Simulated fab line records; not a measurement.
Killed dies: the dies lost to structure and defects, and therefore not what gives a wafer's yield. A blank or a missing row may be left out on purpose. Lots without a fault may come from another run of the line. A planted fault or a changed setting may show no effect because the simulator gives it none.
fab line records	flow sky130
record: lots: 12	wafers: 36	last_day: 50
route steps=708 shown METAL1@449 VIA1@460 METAL2@483 PAD_OPEN@708
lots that met no fault: from a run of the same line without faults
start_h: start of the lot's first displayed wafer, in hours after the record's first day	wait_h: hours elapsed since this lot's preceding step	" as in the row above	L1.1+2: a row that stands for several wafers	- no value, or no start was given	* or withheld: withheld	< > ~ a bound
route shown NAME@n: a module of which the file shows steps, and the number in the route of the first	usual: average and standard deviation across the fault-free wafers	same: alike in all rows	chamber/n: place in a boat	sites: each site's reading	_std_site: the values' standard deviation	_edge_site: the outer-site mean with the inner-site mean subtracted	radius_mm: for every site, how far away it sits from the centre of the wafer	mask NAME#n: copy n	behind: tool/chamber where the wafer was last shaped	hold: reason for holding the lot/hours on hold/outcome of the hold	device: the n, p or np transistor that did not switch	end of line: the route-end tests of the same wafers	for a step that has no rows: nothing shown but its recipe	killed: count of dies lost to structure and defects at first sort (not the wafer's yield)	map: the dies of a wafer, with x for killed, . for not killed, _ for no die there
set.NAME: the run value of the setting; set.NAME@STEP: its run value at that earlier step	model.NAME: the simulator's own value behind a step, which no gauge read
a sample of lots followed through the steps of the route, with each step as a table and each wafer as a row
services: the hour from which a tool's chamber was out of use, counted from the record's first day as start_h (under 0 if before that day), plus the number of hours and why
== steps ==
step: SKY_METAL1_CD_MEAS_15
recipe: target_cd_nm: 140
usual: cd_nm: 139.7/1.5
lot.wafer	tool	chamber	start_h	wait_h	cd_nm
L790.2	cd_sem-02	-	795.16	-	139.2
L790.4	"	-	"	"	140.3
L790.5	"	-	"	"	138.8
L791.3	cd_sem-01	-	798.90	-	140.3
L791.5	"	-	"	"	140.8
L791.6	"	-	"	"	140.7
L792.1	cd_sem-02	-	803.21	-	138.5
L792.3	"	-	"	"	139.0
L792.5	"	-	"	"	139.1
L793.1	cd_sem-02	-	822.06	-	137.7
L793.5	"	-	"	"	138.3
L793.6	"	-	"	"	138.1
L795.2	cd_sem-01	-	828.58	-	140.2
L795.5	"	-	"	"	139.5
L795.6	"	-	"	"	138.7
L796.2	cd_sem-02	-	833.01	-	139.4
L796.4	"	-	"	"	139.5
L796.5	"	-	"	"	139.3
L797.4	cd_sem-02	-	854.30	-	140.6
L797.5	"	-	"	"	140.9
L797.6	"	-	"	"	139.4
L798.2	cd_sem-02	-	855.93	-	141.0
L798.4	"	-	"	"	140.7
L798.6	"	-	"	"	141.1
L799.1	cd_sem-01	-	859.41	-	139.5
L799.5	"	-	"	"	138.3
L799.6	"	-	"	"	139.4
L805.1	cd_sem-02	-	906.99	-	141.0
L805.2	"	-	"	"	140.4
L805.3	"	-	"	"	141.5
L809.1	cd_sem-02	-	931.76	-	139.6
L809.3	"	-	"	"	139.8
L809.4	"	-	"	"	140.6
L810.3	cd_sem-02	-	935.60	-	140.1
L810.5	"	-	"	"	139.4
L810.6	"	-	"	"	140.0
step: SKY_VIA1_CMP_02
recipe: material: SiO2	down_force_psi: 4	platen_rpm: 60	pad_velocity_m_s: 0.94248
usual: motor_current_A: 12.1/1.3	platen_rpm: 60.00/0.036
lot.wafer	tool	chamber	start_h	wait_h	motor_current_A	platen_rpm
L790.2	cmp-01	3	796.33	0.1	12.6	60.00
L790.4	"	0	"	"	9.8	60.00
L790.5	"	2	"	"	12.6	59.97
L791.3	cmp-02	1	800.12	0.2	10.9	59.97
L791.5	"	2	"	"	14.4	59.98
L791.6	"	3	"	"	12.1	60.07
L792.3	cmp-02	3	804.65	0.3	11.0	59.97
L792.1	"	0	"	"	11.7	59.96
L792.5	"	2	"	"	14.6	60.01
L793.1	cmp-02	3	823.17	0.1	12.0	59.97
L793.6	"	3	"	"	11.7	59.98
L793.5	"	0	"	"	12.3	60.00
L795.2	cmp-02	0	829.71	0.0	11.8	60.00
L795.5	"	0	"	"	11.8	60.06
L795.6	"	1	"	"	11.4	60.01
L796.2	cmp-02	1	834.15	0.1	10.9	60.08
L796.4	"	3	"	"	12.1	59.98
L796.5	"	0	"	"	11.8	60.01
L797.4	cmp-02	2	855.54	0.2	13.8	60.05
L797.6	"	3	"	"	12.2	59.98
L797.5	"	0	"	"	11.9	60.02
L798.4	cmp-02	0	857.02	0.0	12.5	59.99
L798.2	"	2	"	"	14.3	60.00
L798.6	"	1	"	"	11.5	60.02
L799.1	cmp-02	3	860.57	0.1	12.5	59.96
L799.5	"	2	"	"	14.6	60.04
L799.6	"	3	"	"	12.6	59.97
L805.3	cmp-01	0	908.15	0.1	9.1	60.02
L805.2	"	1	"	"	11.0	59.96
L805.1	"	2	"	"	12.4	60.01
L809.3	cmp-02	2	932.94	0.0	13.9	59.99
L809.1	"	3	"	"	12.0	60.05
L809.4	"	0	"	"	11.9	59.98
L810.3	cmp-02	2	936.72	0.1	13.6	59.94
L810.6	"	1	"	"	10.7	59.99
L810.5	"	2	"	"	14.8	59.99
step: SKY_VIA1_ETCH_15
recipe: target: SiO2	chemistry: C4F8/O2/Ar	target_depth_nm: 351	stop_on: TiN	mask_material: KrF-thick	source_w: 1500	bias_w: 1200	pressure_mtorr: 40	c4f8_flow_sccm: withheld	O2_flow_sccm: 6	Ar_flow_sccm: 300	time_s: 54
usual: bias_w: 1200/3.6	oes_product_au: 0.980/0.0061	rf_fwd_power_W: 1487/5.5
lot.wafer	tool	chamber	start_h	wait_h	bias_w	oes_product_au	rf_fwd_power_W	rf_hours_counter_h
L790.2	rie_diel-03	2	823.44	0.0	1201	0.979	1484	12
L790.4	"	0	"	"	1199	0.984	1489	6
L790.5	"	0	"	"	1202	0.971	1487	-
L791.3	rie_diel-02	2	827.56	0.0	1194	0.976	1478	0
L791.5	"	1	"	"	1201	0.989	1486	-
L791.6	"	2	"	"	1197	0.971	1477	-
L792.1	rie_diel-01	1	832.01	0.0	1200	0.979	1485	12
L792.3	"	0	"	"	1201	0.976	1483	12
L792.5	"	1	"	"	1204	0.984	1490	-
L793.1	rie_diel-02	0	850.64	0.0	1195	0.983	1486	24
L793.5	"	2	"	"	1196	0.981	1479	-
L793.6	"	1	"	"	1192	0.984	1488	-
L795.2	rie_diel-01	3	857.34	0.0	1205	0.977	1487	22
L795.5	"	3	"	"	1205	0.981	1493	-
L795.6	"	0	"	"	1197	0.977	1486	-
L796.2	rie_diel-01	1	861.14	0.0	1198	0.993	1489	12
L796.4	"	0	"	"	1196	0.983	1481	13
L796.5	"	0	"	"	1192	0.981	1483	-
L797.4	rie_diel-03	0	881.99	0.0	1203	0.985	1489	8
L797.5	"	2	"	"	1194	0.968	1484	-
L797.6	"	3	"	"	1201	0.985	1478	-
L798.2	rie_diel-02	3	883.73	0.0	1198	0.979	1494	9
L798.4	"	0	"	"	1202	0.975	1482	25
L798.6	"	0	"	"	1199	0.975	1484	-
L799.1	rie_diel-03	3	887.24	0.0	1197	0.980	1493	6
L799.5	"	3	"	"	1197	0.980	1488	-
L799.6	"	2	"	"	1205	0.975	1493	-
L805.1	rie_diel-03	0	933.81	0.0	1042	0.960	1496	9
L805.2	"	2	"	"	1200	0.982	1489	14
L805.3	"	3	"	"	1200	0.976	1488	8
L809.1	rie_diel-01	0	958.41	0.0	1205	0.981	1476	16
L809.3	"	2	"	"	1198	0.976	1486	5
L809.4	"	2	"	"	1195	0.983	1483	-
L810.3	rie_diel-02	0	962.21	0.0	1197	0.980	1491	0
L810.5	"	3	"	"	1203	0.991	1482	-
L810.6	"	2	"	"	1197	0.980	1490	-
step: SKY_METAL2_SPUTTER_00
recipe: material: Ti	target_thk_nm: 15	power_w: 3000	time_s: 10	chamber_pressure_pa: 0.4
usual: throttle_valve_pct: 29.8/0.97
lot.wafer	tool	chamber	start_h	wait_h	throttle_valve_pct
L790.2	pvd_sputter-01	-	824.71	0.2	28.7
L790.4	"	-	"	"	31.1
L790.5	"	-	"	"	31.2
L791.3	pvd_sputter-02	-	828.84	0.2	30.3
L791.5	"	-	"	"	29.8
L791.6	"	-	"	"	30.0
L792.1	pvd_sputter-04	-	833.32	0.2	30.3
L792.3	"	-	"	"	28.6
L792.5	"	-	"	"	29.2
L793.1	pvd_sputter-04	-	852.07	0.2	28.7
L793.5	"	-	"	"	28.8
L793.6	"	-	"	"	29.1
L795.2	pvd_sputter-02	-	858.61	0.2	30.1
L795.5	"	-	"	"	30.2
L795.6	"	-	"	"	30.7
L796.2	pvd_sputter-01	-	862.41	0.2	31.1
L796.4	"	-	"	"	28.1
L796.5	"	-	"	"	31.4
L797.4	pvd_sputter-02	-	883.38	0.2	30.1
L797.5	"	-	"	"	29.9
L797.6	"	-	"	"	31.0
L798.2	pvd_sputter-01	-	885.05	0.1	28.2
L798.4	"	-	"	"	28.9
L798.6	"	-	"	"	28.4
L799.1	pvd_sputter-04	-	888.57	0.2	30.5
L799.5	"	-	"	"	30.4
L799.6	"	-	"	"	28.4
L805.1	pvd_sputter-04	-	935.10	0.2	28.3
L805.2	"	-	"	"	30.9
L805.3	"	-	"	"	29.0
L809.1	pvd_sputter-04	-	959.72	0.1	28.6
L809.3	"	-	"	"	29.1
L809.4	"	-	"	"	31.0
L810.3	pvd_sputter-01	-	963.53	0.1	31.0
L810.5	"	-	"	"	28.6
L810.6	"	-	"	"	28.7
step: SKY_PAD_OPEN_PROBE_99
usual: defect_limited_yield: 82.8/2	killed_at_M0_to_M3: 43/6.8	killed_at_M4_up: 3.3/1.9	killed_at_contacts: 24/5.3	killed_at_front_end: 14/4.3	killed_at_other: 0.3/0.62	killed_dies: 85/9.8	killed_open: 46/8	killed_short: 39/5.9	sort_bin_3_pad_short: 0.8/0.39	sort_bin_5_function: 10.2/1.5	sort_bin_6_memory: 6.2/1.2	sort_n_pass: 407/9.8	sort_yield_pct: 82.8/2
same: gross_dies: 492	killed_at_back_side: 0	sort_bin_4_leakage[%]: 0	sort_bin_8_speed[%]: 0
lot.wafer	tool	chamber	start_h	wait_h	defect_limited_yield[%]	killed_at_M0_to_M3	killed_at_M4_up	killed_at_contacts	killed_at_front_end	killed_at_other	killed_dies	killed_open	killed_short	sort_bin_3_pad_short[%]	sort_bin_5_function[%]	sort_bin_6_memory[%]	sort_n_pass	sort_yield_pct[%]
L810.3	prober-01	-	1210.93	0.2	83.1	44	2	26	10	1	83	46	37	0.4	10.0	6.5	409	83.1
L810.5	prober-01	-	1211.03	0.2	84.1	42	6	13	16	1	78	40	38	1.0	7.7	7.1	414	84.1
L810.6	prober-01	-	1211.08	0.2	81.5	54	3	24	10	0	91	51	40	1.4	11.4	5.7	401	81.5
killed by level:class
L810.3 VIA1:geometric_particle:open=12 CONTACT:geometric_particle:open=11 VIA2:geometric_particle:open=9 LI_CONTACT:geometric_particle:open=6 CONTACT:geometric_particle:short=5 METAL2:geometric_particle:short=5 VIA3:geometric_particle:short=5 FIELD_ISO:geometric_particle:short=4
L810.5 VIA1:geometric_particle:open=12 VIA1:geometric_particle:short=8 FIELD_ISO:geometric_particle:open=6 VIA3:geometric_particle:open=6 METAL2:geometric_particle:short=5 METAL4:geometric_particle:short=5 FIELD_ISO:geometric_particle:short=4 VIA2:geometric_particle:open=4
L810.6 VIA1:geometric_particle:open=14 VIA2:geometric_particle:open=10 CONTACT:geometric_particle:open=7 LI_CONTACT:geometric_particle:short=7 METAL2:geometric_particle:short=5 VIA3:geometric_particle:open=5 LI_CONTACT:geometric_particle:open=4 METAL1:geometric_particle:short=4
== services ==
tool	chamber	start_h	hours	kind
rie_diel-01	2	773.69	-	clean
rie_diel-01	2	773.69	17.8	scheduled_down
rie_diel-01	2	773.69	17.8	vent_cycle
pvd_sputter-02	-	792.20	2.2	repair
cmp-01	-	803.26	7.1	pm
pvd_sputter-04	-	805.07	0.9	repair
rie_diel-02	2	807.78	-	clean
rie_diel-01	-	814.32	1.2	repair
cmp-01	-	827.94	0.5	repair
rie_diel-02	3	841.46	3.8	repair
cmp-02	-	846.00	7.3	repair
rie_diel-01	-	850.39	0.8	repair
pvd_sputter-01	-	855.76	1.4	repair
pvd_sputter-02	-	863.18	4.3	repair
cmp-02	-	864.95	0.7	repair
rie_diel-02	-	865.08	0.2	repair
cmp-01	-	881.07	3.2	repair
cmp-01	-	912.25	4.0	pm
cmp-02	-	916.84	1.1	repair
rie_diel-01	3	924.23	2.2	repair
rie_diel-03	-	928.22	0.3	repair
rie_diel-03	0	938.88	2.1	repair
rie_diel-03	-	950.06	0.2	repair
cmp-01	-	958.86	54.0	repair
== key ==
first_sign: step: SKY_VIA1_ETCH_15	reading: bias_w	direction: down	sigmas: 44	usual: 1200	struck: 1042
effect: step: SKY_VIA1_ETCH_15	reading: oes_product_au	direction: down	sigmas: 3.3	usual: 0.980	struck: 0.960
met_at SKY_VIA1_ETCH_15
struck_lots L805
struck_wafers L805.1
not_acting_at SKY_METAL1_CD_MEAS_15,SKY_VIA1_CMP_02,SKY_METAL2_SPUTTER_00
onset_between 881.99 933.81
fault: kind: process_parameter_drift	tool: rie_diel-03	chamber: 0	onset_h: 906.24	steps: SKY_VIA1_ETCH_15	channel: bias_w	offset: -163.13	shape: step	end_h: 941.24	acts_in: these_recipes_only	stated: 1200
